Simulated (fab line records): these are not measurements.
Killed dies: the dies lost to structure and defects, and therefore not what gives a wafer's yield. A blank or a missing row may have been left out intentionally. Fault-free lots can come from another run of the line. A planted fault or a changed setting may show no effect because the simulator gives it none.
2 desks looking at one fault || flow gf180mcu || only its own numbers are on each desk; what lay behind them is given at the end

AT THE TOOL OWNER'S DESK: cmp-02
The tool's own readings at GF_V4_CMP_04 (polishes SiO2): means of the sampled wafers that have a number, for each lot that ran on this tool. Marked OUT: a lot whose mean sits more than 4 standard deviations from the usual mean, which makes it out of limits; the brackets give that distance.
Columns: A = motor_current_A at GF_V4_CMP_04, usual 11.3 A; B = time_to_endpoint_s at GF_V4_CMP_04, usual 80 s
{"lot": "L541", "first seen here": "day 23 10:12", "A": 11.1, "B": 72}
{"lot": "L543", "first seen here": "day 23 23:30", "A": 11.1, "B": "25 (-11) OUT"}
{"lot": "L545", "first seen here": "day 24 22:07", "A": 11.3, "B": "22 (-11) OUT"}
{"lot": "L546", "first seen here": "day 25 00:44", "A": 11.6, "B": "21 (-11) OUT"}
{"lot": "L554", "first seen here": "day 27 19:17", "A": 11.3, "B": 83}
{"lot": "L555", "first seen here": "day 28 00:20", "A": 11.5, "B": 78}
{"lot": "L557", "first seen here": "day 28 14:56", "A": 11.2, "B": 87}
{"lot": "L561", "first seen here": "day 29 19:33", "A": 11.1, "B": 84}
{"lot": "L562", "first seen here": "day 30 01:18", "A": 11.4, "B": 84}
{"lot": "L563", "first seen here": "day 30 10:10", "A": 10.8, "B": 78}
{"lot": "L564", "first seen here": "day 30 17:21", "A": 11.5, "B": 84}
This desk's verdict: out of limits on L543, L545, L546, starting with L543 at day 23 23:30 (time_to_endpoint_s at GF_V4_CMP_04). Within limits: L541, L554, L555, L557, L561, L562, L563, L564.

METROLOGY DESK
What the gauges read, lot by lot, whatever tool the lot ran on: means of the sampled wafers that have a number. Marked OUT: a lot whose mean sits more than 4 standard deviations from the usual mean, which makes it out of limits; the brackets give that distance.
Columns: A = cd_nm at GF_M4_CD_MEAS_14, usual 279.9 nm; B = V4_CVD_00_THK at GF_V4_THK_MEAS_01, usual 603 nm
{"lot": "L541", "first seen here": "day 23 08:43", "A": 279.2, "B": 598}
{"lot": "L543", "first seen here": "day 23 22:22", "A": 280.2, "B": 607}
{"lot": "L545", "first seen here": "day 24 20:59", "A": 279.2, "B": 604}
{"lot": "L546", "first seen here": "day 24 23:40", "A": 280.6, "B": 600}
{"lot": "L554", "first seen here": "day 27 18:07", "A": 280.8, "B": 595}
{"lot": "L555", "first seen here": "day 27 23:07", "A": 280.8, "B": 604}
{"lot": "L557", "first seen here": "day 28 13:40", "A": 279.8, "B": 605}
{"lot": "L558", "first seen here": "day 28 18:22", "A": 279.7, "B": 604}
{"lot": "L559", "first seen here": "day 29 01:49", "A": 278.9, "B": 603}
{"lot": "L560", "first seen here": "day 29 11:37", "A": 279.9, "B": 599}
{"lot": "L561", "first seen here": "day 29 18:28", "A": 281.4, "B": 603}
{"lot": "L562", "first seen here": "day 30 00:11", "A": 279.4, "B": 606}
{"lot": "L563", "first seen here": "day 30 08:40", "A": 281.4, "B": 605}
{"lot": "L564", "first seen here": "day 30 16:17", "A": 281.1, "B": 596}
This desk found nothing out of limits on any of the 14 lots.

PUT TOGETHER
An alarm could have come from the tool owner's desk at day 23 23:30, on L543, L545, L546.
The metrology desk saw nothing out of limits.
The metrology desk holds a record of L543, L545, L546, inside its limits.
Every lot named ran GF_V4_CMP_04 on cmp-02.

WHAT THE SIMULATOR PUT IN
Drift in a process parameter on cmp-02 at GF_V4_CMP_04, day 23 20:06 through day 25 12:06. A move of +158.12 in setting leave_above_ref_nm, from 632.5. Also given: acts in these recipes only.
Lots struck among those shown: L543, L545, L546.
Time in hours from fault onset to the first out-of-limits reading at each desk: the tool owner's desk, 3.
